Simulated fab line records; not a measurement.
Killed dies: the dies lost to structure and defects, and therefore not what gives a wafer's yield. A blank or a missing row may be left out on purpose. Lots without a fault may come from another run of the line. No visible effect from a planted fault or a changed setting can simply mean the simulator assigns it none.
fab line records	flow sky130
[record] lots = 6	wafers = 18	last_day = 49
route steps=708 shown METAL4@632 VIA4@639 PAD_OPEN@708
lots that met no fault: taken from a fault-free run of the same line
start_h: the number of hours between the record's first day and the start of the first shown wafer of the lot	wait_h: hours elapsed since this lot's preceding step	" unchanged from the row above	L1.1+2: one row covering several wafers at once	- no value, or no start given	* or withheld: withheld	< > ~ a bound
route shown NAME@n: names a module that has steps shown in the file, with the first one's number in the route	usual: mean/standard deviation taken from wafers without a fault	same: alike in all rows	chamber/n: place in a boat	sites: each site's reading	_std_site: standard deviation of those values	_edge_site: mean of outer sites minus mean of inner sites	radius_mm: for every site, how far away it sits from the centre of the wafer	mask NAME#n: copy n	behind: the last tool/chamber to shape the wafer	hold: cause of the lot's hold/its duration in hours/its outcome	device: the n, p or np transistor that did not switch	end of line: tests of these same wafers at the route's end	a step given without rows: its recipe and nothing more	killed: not the wafer's yield, but the dies lost to structure and defects at the first sort	map: shows each die of a wafer: x if killed, . if not, _ if none is there
set.NAME: the setting as run; set.NAME@STEP: as run at that earlier step	model.NAME: the simulator's own value behind a step, which no gauge read
lots at selected steps of the route; one table per step, one row per wafer
services: the hour from which a tool's chamber was out of use, counted from the record's first day as start_h (under 0 if before that day), plus the number of hours and why
[[steps]]
[step SKY_METAL4_ETCH_16]
[recipe] chemistry = N2/H2	target = BARC	ion_energy_ev = 200	bias_w = 100	pressure_mtorr = 30	n2_flow_sccm = 100	h2_flow_sccm = 200	icp_w = 500	stop_on = SiO2	time_s = 88.2	target_depth_a = 600
[usual] drypump_motor_current_A = 6.1/0.35	oes_product_au = 0.626/0.0046	throttle_valve_pct = 13.205/0.0091
lot.wafer	tool	chamber	start_h	wait_h	drypump_motor_current_A	oes_product_au	rf_hours_counter_h	throttle_valve_pct
L345.1	rie_metal-02	0	1038.03	0.0	5.6	0.630	15	13.202
L345.2	"	1	"	"	6.1	0.628	14	13.195
L345.4	"	1	"	"	6.2	0.624	-	13.200
L346.1	rie_metal-01	1	1050.28	0.0	6.6	0.626	15	13.197
L346.4	"	1	"	"	6.6	0.625	-	13.202
L346.5	"	0	"	"	6.2	0.619	-	13.212
L348.2	rie_metal-02	0	1062.33	0.0	5.6	0.616	17	13.195
L348.3	"	1	"	"	6.2	0.625	-	13.198
L348.6	"	1	"	"	6.2	0.631	-	13.202
L349.1	rie_metal-01	0	1064.53	0.0	6.1	0.625	7	13.205
L349.4	"	1	"	"	6.6	0.630	-	13.198
L349.5	"	1	"	"	6.6	0.630	-	13.216
L352.2	rie_metal-02	1	1083.94	0.0	6.1	0.622	17	13.210
L352.3	"	1	"	"	6.1	0.616	-	13.192
L352.6	"	1	"	"	6.2	0.623	-	13.203
L357.2	rie_metal-02	1	1108.94	0.0	6.1	0.625	19	13.201
L357.3	"	1	"	"	6.2	0.630	-	13.191
L357.5	"	0	"	"	5.6	0.631	-	13.210
[step SKY_METAL4_ETCH_17]
[recipe] target = SiO2	stop_on = TiN	chemistry = C4F8/O2/Ar	source_w = 1500	bias_w = 1200	pressure_mtorr = 40	c4f8_flow_sccm = withheld	O2_flow_sccm = 6	Ar_flow_sccm = 300	time_s = 3.9	target_depth_a = 150
[usual] oes_product_au = 0.754/0.0067
lot.wafer	tool	chamber	start_h	wait_h	oes_product_au	rf_hours_counter_h
L345.1	rie_diel-03	3	1038.13	0.1	0.751	11
L345.2	"	1	"	"	0.743	21
L345.4	"	2	"	"	0.764	6
L346.1	rie_diel-03	0	1050.38	0.1	0.748	17
L346.4	"	2	"	"	0.749	6
L346.5	"	1	"	"	0.752	-
L348.2	rie_diel-01	3	1062.43	0.1	0.761	1
L348.3	"	1	"	"	0.746	20
L348.6	"	1	"	"	0.762	-
L349.1	rie_diel-02	2	1064.63	0.1	0.745	15
L349.4	"	0	"	"	0.756	13
L349.5	"	3	"	"	0.757	-
L352.2	rie_diel-02	0	1084.04	0.1	0.755	13
L352.3	"	1	"	"	0.754	21
L352.6	"	1	"	"	0.756	-
L357.2	rie_diel-03	1	1109.04	0.1	0.742	23
L357.3	"	0	"	"	0.753	18
L357.5	"	1	"	"	0.754	-
[step SKY_METAL4_METAL_ETCH_18]
[recipe] target_depth_a = 8450	stop_on = SiO2	over_etch_frac = 0.3	time_s = 183.1	chemistry = Cl2/BCl3	resist_sidewall_deg = 88	pressure_mtorr = 10	icp_w = 900	bias_w = 48.5	Cl2_flow_sccm = 60	bcl3_flow_sccm = 30
[usual] drypump_motor_current_A = 6.0/0.35	oes_product_au = 0.864/0.0057	throttle_valve_pct = 22.263/0.0098
lot.wafer	tool	chamber	start_h	wait_h	drypump_motor_current_A	oes_product_au	rf_hours_counter_h	throttle_valve_pct
L345.1	rie_metal-04	1	1038.15	0.0	5.7	0.858	11	22.271
L345.2	"	0	"	"	6.3	0.867	15	22.262
L345.4	"	1	"	"	5.7	0.856	-	22.257
L346.1	rie_metal-02	0	1050.40	0.0	5.5	0.867	16	22.265
L346.4	"	1	"	"	6.2	0.872	-	22.255
L346.5	"	1	"	"	6.2	0.859	-	22.245
L348.2	rie_metal-04	0	1062.45	0.0	6.3	0.869	17	22.280
L348.3	"	0	"	"	6.3	0.861	-	22.254
L348.6	"	0	"	"	6.3	0.864	-	22.262
L349.1	rie_metal-01	0	1064.65	0.0	6.1	0.875	7	22.265
L349.4	"	0	"	"	6.1	0.864	-	22.241
L349.5	"	1	"	"	6.6	0.873	-	22.262
L352.2	rie_metal-01	1	1084.06	0.0	6.6	0.859	17	22.283
L352.3	"	0	"	"	6.1	0.862	-	22.270
L352.6	"	1	"	"	6.6	0.871	-	22.269
L357.2	rie_metal-04	0	1109.06	0.0	6.3	0.857	21	22.262
L357.3	"	0	"	"	6.3	0.869	-	22.260
L357.5	"	1	"	"	5.7	0.861	-	22.270
[step SKY_METAL4_STRIP_19]
[recipe] chemistry = O2/N2	power_w = 1400	pressure_mtorr = 1500	platen_temp_c = withheld	o2_flow_sccm = 3000	n2_flow_sccm = 300	overash_fraction = 0.5
[usual] drypump_motor_current_A = 6.1/0.41	oes_product_au = 0.503/0.0051	strip_time_to_endpoint_s = 6.55/0.054
lot.wafer	tool	chamber	start_h	wait_h	drypump_motor_current_A	oes_product_au	rf_hours_counter_h	strip_time_to_endpoint_s
L345.1	plasma_asher-01	0	1038.33	0.1	6.7	0.504	31	6.49
L345.2	"	1	"	"	5.8	0.498	31	6.55
L345.4	"	0	"	"	6.7	0.498	-	6.58
L346.1	plasma_asher-01	1	1050.58	0.1	5.7	0.497	33	6.53
L346.4	"	0	"	"	6.8	0.509	-	6.56
L346.5	"	0	"	"	6.8	0.501	-	6.48
L348.2	plasma_asher-03	1	1062.63	0.1	5.5	0.496	99	6.45
L348.3	"	1	"	"	5.5	0.500	-	6.55
L348.6	"	0	"	"	6.1	0.506	-	6.51
L349.1	plasma_asher-04	1	1064.83	0.1	6.4	0.502	50	6.49
L349.4	"	1	"	"	6.4	0.497	-	6.53
L349.5	"	0	"	"	5.9	0.505	-	6.52
L352.2	plasma_asher-01	1	1084.24	0.1	5.7	0.494	34	6.64
L352.3	"	0	"	"	6.8	0.497	-	6.59
L352.6	"	0	"	"	6.7	0.501	-	6.61
L357.2	plasma_asher-01	1	1109.24	0.1	5.7	0.493	37	6.52
L357.3	"	0	"	"	6.7	0.493	-	6.54
L357.5	"	0	"	"	6.7	0.494	-	6.48
[step SKY_METAL4_STRIP_20]
[recipe] chemistry = post_etch_residue_remover	time_s = 1200	temp_c = 72.5
[step SKY_METAL4_CLEAN_21]
[recipe] chemistry = IPA	time_s = 180	temp_c = 25
[step SKY_METAL4_CLEAN_22]
[recipe] chemistry = O3/DIW	dry = n2_spin
[step SKY_VIA4_HDPCVD_00]
[recipe] material = SiO2	target_thk_nm = 1750	sigma_open_frac = 0.3	time_s = 291.7	temp_c = 400	sih4_flow_sccm = 60	pressure_mtorr = 6
[step SKY_VIA4_THK_MEAS_01]
[recipe] reads = SiO2_of_VIA4_HDPCVD_00
[usual] VIA4_HDPCVD_THK = 1747/17
lot.wafer	tool	chamber	start_h	wait_h	VIA4_HDPCVD_THK[nm]
L345.1	film_metro-03	-	1039.26	0.2	1764
L345.2	"	-	"	"	1749
L345.4	"	-	"	"	1762
L346.1	film_metro-02	-	1051.35	0.1	1750
L346.4	"	-	"	"	1744
L346.5	"	-	"	"	1740
L348.2	film_metro-01	-	1063.42	0.1	1757
L348.3	"	-	"	"	1760
L348.6	"	-	"	"	1752
L349.1	film_metro-03	-	1065.69	0.1	1744
L349.4	"	-	"	"	1748
L349.5	"	-	"	"	1730
L352.2	film_metro-02	-	1085.02	0.1	1773
L352.3	"	-	"	"	1753
L352.6	"	-	"	"	1782
L357.2	film_metro-01	-	1110.02	0.1	1713
L357.3	"	-	"	"	1720
L357.5	"	-	"	"	1739
[step SKY_VIA4_CMP_02]
[recipe] material = SiO2	down_force_psi = 4	platen_rpm = 60	pad_velocity_m_s = 0.94248
[usual] motor_current_A = 11.3/1.5
lot.wafer	tool	chamber	start_h	wait_h	motor_current_A
L345.1	cmp-01	3	1039.32	0.1	10.8
L345.2	"	0	"	"	9.8
L345.4	"	2	"	"	13.0
L346.4	cmp-02	3	1051.41	0.0	11.6
L346.1	"	1	"	"	11.6
L346.5	"	3	"	"	11.8
L348.2	cmp-02	1	1063.59	0.2	12.0
L348.3	"	0	"	"	8.9
L348.6	"	2	"	"	13.8
L349.1	cmp-02	3	1066.32	0.6	11.3
L349.4	"	1	"	"	11.7
L349.5	"	0	"	"	9.3
L352.2	cmp-01	1	1085.12	0.1	12.1
L352.3	"	2	"	"	13.3
L352.6	"	1	"	"	12.3
L357.2	cmp-01	1	1110.07	0.0	12.0
L357.3	"	0	"	"	9.6
L357.5	"	1	"	"	12.1
[step SKY_VIA4_BOW_MEAS_03]
[recipe] mode = bow
[usual] VIA4_BOW = 81/8.2
lot.wafer	tool	chamber	start_h	wait_h	VIA4_BOW[um]
L345.1	film_metro-03	-	1039.62	0.2	76
L345.2	"	-	"	"	75
L345.4	"	-	"	"	77
L346.1	film_metro-02	-	1051.71	0.1	77
L346.4	"	-	"	"	90
L346.5	"	-	"	"	89
L348.2	film_metro-01	-	1063.91	0.3	73
L348.3	"	-	"	"	75
L348.6	"	-	"	"	74
L349.1	film_metro-02	-	1066.62	0.2	80
L349.4	"	-	"	"	72
L349.5	"	-	"	"	79
L352.2	film_metro-01	-	1085.39	0.2	75
L352.3	"	-	"	"	79
L352.6	"	-	"	"	83
L357.2	film_metro-02	-	1110.39	0.3	78
L357.3	"	-	"	"	78
L357.5	"	-	"	"	78
[step SKY_VIA4_DEHYDRATE_04]
[recipe] temp_c = 200	time_s = 60
[step SKY_VIA4_HMDS_05]
[recipe] prime_time_s = 60	prime_temp_c = 120
[usual] chill_plate_temp_C = 23.01/0.1	prime_temp_c = 120.00/0.15
lot.wafer	tool	chamber	start_h	wait_h	chill_plate_temp_C	prime_temp_c
L345.1	litho_track-01	0	1049.30	0.1	23.00	119.77
L345.2	"	0	"	"	22.99	120.16
L345.4	"	0	"	"	23.08	119.92
L346.1	litho_track-02	0	1062.48	0.1	23.05	116.80
L346.4	"	0	"	"	22.97	117.00
L346.5	"	0	"	"	22.92	117.14
L348.2	litho_track-02	0	1073.66	0.1	22.86	117.22
L348.3	"	0	"	"	22.82	117.07
L348.6	"	0	"	"	22.88	117.13
L349.1	litho_track-01	0	1076.15	0.1	23.04	120.15
L349.4	"	0	"	"	23.07	120.14
L349.5	"	0	"	"	23.03	120.31
L352.2	litho_track-03	0	1094.88	0.1	23.06	119.79
L352.3	"	0	"	"	22.99	120.09
L352.6	"	0	"	"	22.89	119.96
L357.2	litho_track-01	0	1119.92	0.1	23.07	119.92
L357.3	"	0	"	"	22.99	120.08
L357.5	"	0	"	"	22.91	120.00
[step SKY_VIA4_COAT_06]
[recipe] resist = NOVOLAK	spin_rpm = 3000	resist_thk_nm = 1140
[step SKY_PAD_OPEN_PROBE_99]
[usual] defect_limited_yield = 82.2/1.9	killed_at_M0_to_M3 = 44/6.6	killed_at_M4_up = 3.4/1.9	killed_at_contacts = 25/5.6	killed_at_front_end = 15/4.6	killed_at_other = 0.3/0.6	killed_dies = 88/9.5	killed_open = 47/7.1	killed_short = 40/6.4	sort_bin_3_pad_short = 1.0/0.47	sort_bin_5_function = 10.4/1.4	sort_bin_6_memory = 6.4/1.1	sort_n_pass = 404/9.5	sort_yield_pct = 82.2/1.9
[same] gross_dies = 492	killed_at_back_side = 0	sort_bin_4_leakage[%] = 0	sort_bin_8_speed[%] = 0
lot.wafer	tool	chamber	start_h	wait_h	defect_limited_yield[%]	killed_at_M0_to_M3	killed_at_M4_up	killed_at_contacts	killed_at_front_end	killed_at_other	killed_dies	killed_open	killed_short	sort_bin_3_pad_short[%]	sort_bin_5_function[%]	sort_bin_6_memory[%]	sort_n_pass	sort_yield_pct[%]
L345.1	prober-01	-	1126.59	0.1	81.9	38	7	30	14	0	89	59	30	0.8	12.6	4.7	403	81.9
L345.2	prober-01	-	1126.64	0.1	79.1	53	5	26	18	1	103	52	50	1.8	13.6	5.5	389	79.1
L345.4	prober-01	-	1126.74	0.2	78.7	51	3	34	16	1	105	60	44	1.2	11.4	8.7	387	78.7
L346.1	prober-02	-	1137.41	0.1	81.5	48	7	23	13	0	91	41	49	1.2	10.6	6.7	401	81.5
L346.4	prober-02	-	1137.56	0.2	84.3	37	2	20	18	0	77	50	26	1.6	9.6	4.5	415	84.3
L346.5	prober-02	-	1137.61	0.2	83.5	44	3	20	14	0	81	45	35	0.8	8.5	7.1	411	83.5
L349.1	prober-01	-	1149.77	0.1	83.1	38	3	31	10	1	83	39	44	1.0	10.6	5.3	409	83.1
L349.4	prober-01	-	1149.92	0.2	81.7	46	0	22	21	1	90	48	42	0.8	9.6	7.9	402	81.7
L349.5	prober-01	-	1149.97	0.2	83.9	48	6	13	12	0	79	45	34	0.8	8.9	6.3	413	83.9
L352.2	prober-02	-	1166.04	0.1	82.1	43	2	25	18	0	88	52	35	0.2	11.0	6.7	404	82.1
L352.3	prober-02	-	1166.09	0.2	81.1	52	4	24	13	0	93	47	46	2.0	11.0	5.9	399	81.1
L352.6	prober-02	-	1166.24	0.2	80.3	43	2	34	18	0	97	54	43	1.0	12.2	6.5	395	80.3
// killed by level:class
L345.1 CONTACT:geometric_particle:open=13 VIA1:geometric_particle:open=12 LI_CONTACT:geometric_particle:open=8 VIA2:geometric_particle:open=8 CONTACT:geometric_particle:short=7 VIA3:geometric_particle:open=5 METAL4:geometric_particle:short=5 POLY_GATE:geometric_particle:short=4
L345.2 VIA1:geometric_particle:open=13 CONTACT:geometric_particle:open=11 VIA3:geometric_particle:open=9 FIELD_ISO:geometric_particle:short=7 LOCAL_INTERCONNECT:geometric_particle:short=6 METAL1:geometric_particle:short=6 VIA1:geometric_particle:short=5 METAL2:geometric_particle:short=5
L345.4 VIA1:geometric_particle:open=12 LI_CONTACT:geometric_particle:open=10 VIA2:geometric_particle:open=9 CONTACT:geometric_particle:open=8 LOCAL_INTERCONNECT:geometric_particle:short=8 METAL2:geometric_particle:short=8 METAL1:geometric_particle:short=6 CONTACT:geometric_particle:short=5
L346.1 VIA1:geometric_particle:open=14 VIA1:geometric_particle:short=8 CONTACT:geometric_particle:open=7 POLY_GATE:geometric_particle:short=6 METAL2:geometric_particle:short=5 LOCAL_INTERCONNECT:geometric_particle:short=5 CONTACT:geometric_particle:short=5 METAL1:geometric_particle:short=5
L346.4 LI_CONTACT:geometric_particle:open=10 VIA1:geometric_particle:open=9 CONTACT:geometric_particle:open=8 POLY_GATE:geometric_particle:open=6 VIA1:geometric_particle:short=6 VIA2:geometric_particle:open=5 VIA3:geometric_particle:short=5 VIA3:geometric_particle:open=4
L346.5 VIA1:geometric_particle:open=13 CONTACT:geometric_particle:open=8 LI_CONTACT:geometric_particle:open=6 VIA2:geometric_particle:open=5 VIA3:geometric_particle:short=5 LI_CONTACT:geometric_particle:short=4 VIA1:geometric_particle:short=4 VIA3:geometric_particle:open=4
L349.1 LI_CONTACT:geometric_particle:open=10 LOCAL_INTERCONNECT:geometric_particle:short=8 VIA1:geometric_particle:short=8 VIA3:geometric_particle:open=6 LI_CONTACT:geometric_particle:short=5 METAL1:geometric_particle:short=5 VIA1:geometric_particle:open=5 CONTACT:geometric_particle:short=4
L349.4 VIA1:geometric_particle:open=17 LOCAL_INTERCONNECT:geometric_particle:short=7 POLY_GATE:geometric_particle:short=6 FIELD_ISO:geometric_particle:open=5 FIELD_ISO:geometric_particle:short=5 LI_CONTACT:geometric_particle:open=5 METAL1:geometric_particle:short=5 VIA2:geometric_particle:open=5
L349.5 VIA1:geometric_particle:open=14 VIA3:geometric_particle:open=8 VIA3:geometric_particle:short=7 CONTACT:geometric_particle:open=5 METAL2:geometric_particle:short=5 LOCAL_INTERCONNECT:geometric_particle:short=4 VIA2:geometric_particle:open=4 FIELD_ISO:geometric_particle:short=3
L352.2 VIA1:geometric_particle:open=13 CONTACT:geometric_particle:open=10 VIA1:geometric_particle:short=7 FIELD_ISO:geometric_particle:open=5 POLY_GATE:geometric_particle:open=5 LI_CONTACT:geometric_particle:open=5 CONTACT:geometric_particle:short=4 VIA3:geometric_particle:open=4
L352.3 VIA2:geometric_particle:open=9 VIA3:geometric_particle:short=8 VIA1:geometric_particle:open=8 LI_CONTACT:geometric_particle:open=7 METAL1:geometric_particle:short=7 CONTACT:geometric_particle:short=6 CONTACT:geometric_particle:open=5 VIA1:geometric_particle:short=5
L352.6 CONTACT:geometric_particle:open=13 VIA1:geometric_particle:open=11 LI_CONTACT:geometric_particle:open=8 METAL1:geometric_particle:short=8 VIA3:geometric_particle:open=8 CONTACT:geometric_particle:short=5 METAL2:geometric_particle:short=5 FIELD_ISO:geometric_particle:short=4
[[services]]
tool	chamber	start_h	hours	kind
cmp-01	-	1014.85	0.9	repair
rie_diel-01	2	1023.18	8.5	repair
cmp-02	-	1023.99	4.0	repair
rie_diel-03	1	1025.82	1.3	repair
litho_track-03	-	1029.79	-	consumable_replace:filter
plasma_asher-03	-	1030.41	2.1	repair
plasma_asher-03	-	1033.73	0.4	repair
cmp-01	-	1043.47	24.3	repair
rie_metal-01	-	1055.53	2.4	repair
plasma_asher-01	-	1061.15	12.7	repair
cmp-02	-	1072.67	3.4	repair
rie_diel-02	3	1087.62	41.8	repair
cmp-02	-	1093.81	4.0	pm
rie_metal-04	-	1094.69	0.5	repair
plasma_asher-01	-	1097.38	1.3	repair
cmp-02	-	1097.81	-	consumable_replace:conditioner
cmp-02	-	1097.81	-	consumable_replace:pad
cmp-02	-	1108.20	3.8	repair
rie_metal-04	-	1111.92	4.0	pm
cmp-02	-	1112.01	7.0	pm
rie_diel-01	0	1116.11	10.1	repair
[[key]]
[first_sign] step = SKY_VIA4_HMDS_05	reading = prime_temp_c	direction = down	sigmas = 20	usual = *	struck = *
effect none on later readings
met_at SKY_VIA4_HMDS_05
struck_wafers L346.1,L346.4,L346.5,L348.2,L348.3,L348.6
[fault] kind = process_parameter_drift	tool = litho_track-02	chamber = -	onset_h = 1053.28	steps = SKY_VIA4_HMDS_05	channel = prime_temp_c	offset = *	shape = step	end_h = 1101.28	acts_in = *	stated = *
